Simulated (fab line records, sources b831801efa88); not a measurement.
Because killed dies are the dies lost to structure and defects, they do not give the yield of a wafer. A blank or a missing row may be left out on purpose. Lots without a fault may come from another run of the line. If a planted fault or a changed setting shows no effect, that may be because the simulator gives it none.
Struck lot and sound lot, side by side + flow sky130 + 17 steps out of a route of 708
Sound: the wafers L452.1, L452.2, L452.4. Wafers L447.1, L447.4, L447.5 were the ones struck. The cause is named last.
For every step that has rows: the tool of each side, followed by ch and its chambers, followed by its first start. Under that, the readings that differ: sound wafers + struck wafers + difference of the means + sigmas: that difference in standard deviations of wafers without a fault.
alike: a reading whose means differ by less than 2 such deviations, as well as words and numbers matching on both sides. not compared: withheld readings; readings where some wafer has no value; bounds like >300 that might hide an equal value; numbers whose values overlap and for which the record gives no deviation.
Wherever a step has rows on one side only, a row that says differs or no value, or a row with sigmas, the two part there. Non-overlapping numbers with no deviation appear without sigmas and do not part them. Lack of a reading on every wafer of one side parts them only where that side has two or more wafers.

SKY_LDD_P_OVL_MEAS_08:
  sound on overlay-02 at day 25 05:03; struck on overlay-02 at day 23 06:15
  alike: LDD_P_OVL
following that, these wafers have no rows for 1 step: SKY_LDD_P_IMPLANT_09.
SKY_LDD_P_STRIP_10: strips in O2/N2.
  sound on plasma_asher-04 ch 0,1, day 25 05:14; struck on plasma_asher-04 ch 0,1, day 23 06:26
  alike: drypump_motor_current_A, oes_product_au, strip_time_to_endpoint_s
  not compared: rf_hours_counter_h
SKY_LDD_P_TW_MEAS_11:
  sound on film_metro-03 at day 25 05:20; struck on film_metro-02 at day 23 06:32
  alike: LDD_P_TW
then, 7 steps without rows for these wafers: SKY_LDD_HVN_DEHYDRATE_00 (time 60 s); SKY_LDD_HVN_HMDS_01 (prime time 60 s); SKY_LDD_HVN_COAT_02 (resist thk 300 nm); SKY_LDD_HVN_SOFTBAKE_03 (time 60 s); SKY_LDD_HVN_EXPOSE_04 (exposes mask HVNTM, target cd 700 nm); SKY_LDD_HVN_PEB_05; SKY_LDD_HVN_DEVELOP_06 (develop time 60 s).
SKY_LDD_HVN_OVL_MEAS_07:
  sound on overlay-01 at day 26 10:20; struck on overlay-01 at day 24 12:49
  alike: LDD_HVN_OVL
SKY_LDD_HVN_IMPLANT_08:
  sound on implanter-03 ch 0, day 26 10:22; struck on implanter-01 ch 0, day 24 12:52
| reading            | sound                | struck              | difference | sigmas      |
|--------------------|----------------------|---------------------|------------|-------------|
| tilt_deg (degrees) | 40.039 40.014 39.994 | 0.039 -0.007 -0.002 | -40.006    | -99 or more |
  alike: beam_energy_keV
SKY_LDD_HVN_STRIP_09: strips in O2/N2.
  sound on plasma_asher-02 ch 0,1, day 26 10:31; struck on plasma_asher-03 ch 0,1, day 24 13:01
  alike: drypump_motor_current_A, oes_product_au, strip_time_to_endpoint_s
  not compared: rf_hours_counter_h
SKY_LDD_HVN_TW_MEAS_10:
  sound on film_metro-04 at day 26 10:37; struck on film_metro-04 at day 24 13:07
| reading    | sound          | struck         | difference | sigmas |
|------------|----------------|----------------|------------|--------|
| LDD_HVN_TW | 1440 1434 1451 | 1292 1295 1288 | -150       | -12    |
then, 1 step without rows for these wafers: SKY_LDD_HVP_DEHYDRATE_00 (time 60 s).
-- the record jumps here: 24 days lie between the struck wafers' starts before and after (it left off in module LDD_HVP and takes up again in module PAD_OPEN, whose first step shown is number 708 of the route) --
SKY_PAD_OPEN_PROBE_99:
  sound on prober-02 at day 50 00:47; struck on prober-02 at day 48 22:20
| reading                                | sound             | struck      | difference | sigmas |
|----------------------------------------|-------------------|-------------|------------|--------|
| model.etest.tip_n_5v.rs_ohm_sq         | 1419 1411 1425    | 988.4 990.2 | -429.0     |        |
| model.etest.nfet_g5v0d10v5.r_on_ohm_um | 1897 1906 1894    | 1780 1785   | -116       |        |
| model.etest.nfet_g5v0d10v5.drive_ua_um | 599.2 600.9 605.5 | 614.4 618   | +14.3      |        |
| model.etest.res_ndiff_hv.rs_ohm_sq     | 112.2 112.4 112   | 111 109.5   | -2         |        |
  alike: killed_at_M0_to_M3, killed_at_M4_up, killed_at_contacts, killed_at_front_end, killed_at_other, killed_dies, killed_open, killed_short
  not compared: model.etest.nfet_g5v0d10v5.vt_sat_v

## WHERE THEY PART
Last at SKY_LDD_HVN_TW_MEAS_10 as far as this record goes, first at SKY_LDD_HVN_IMPLANT_08. Later steps at which nothing parts them and some readings are alike: SKY_PAD_OPEN_PROBE_99.

WHY: whatever the simulator had introduced
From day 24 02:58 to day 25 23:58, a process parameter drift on implanter-01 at SKY_LDD_HVN_IMPLANT_08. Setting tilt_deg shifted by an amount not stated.
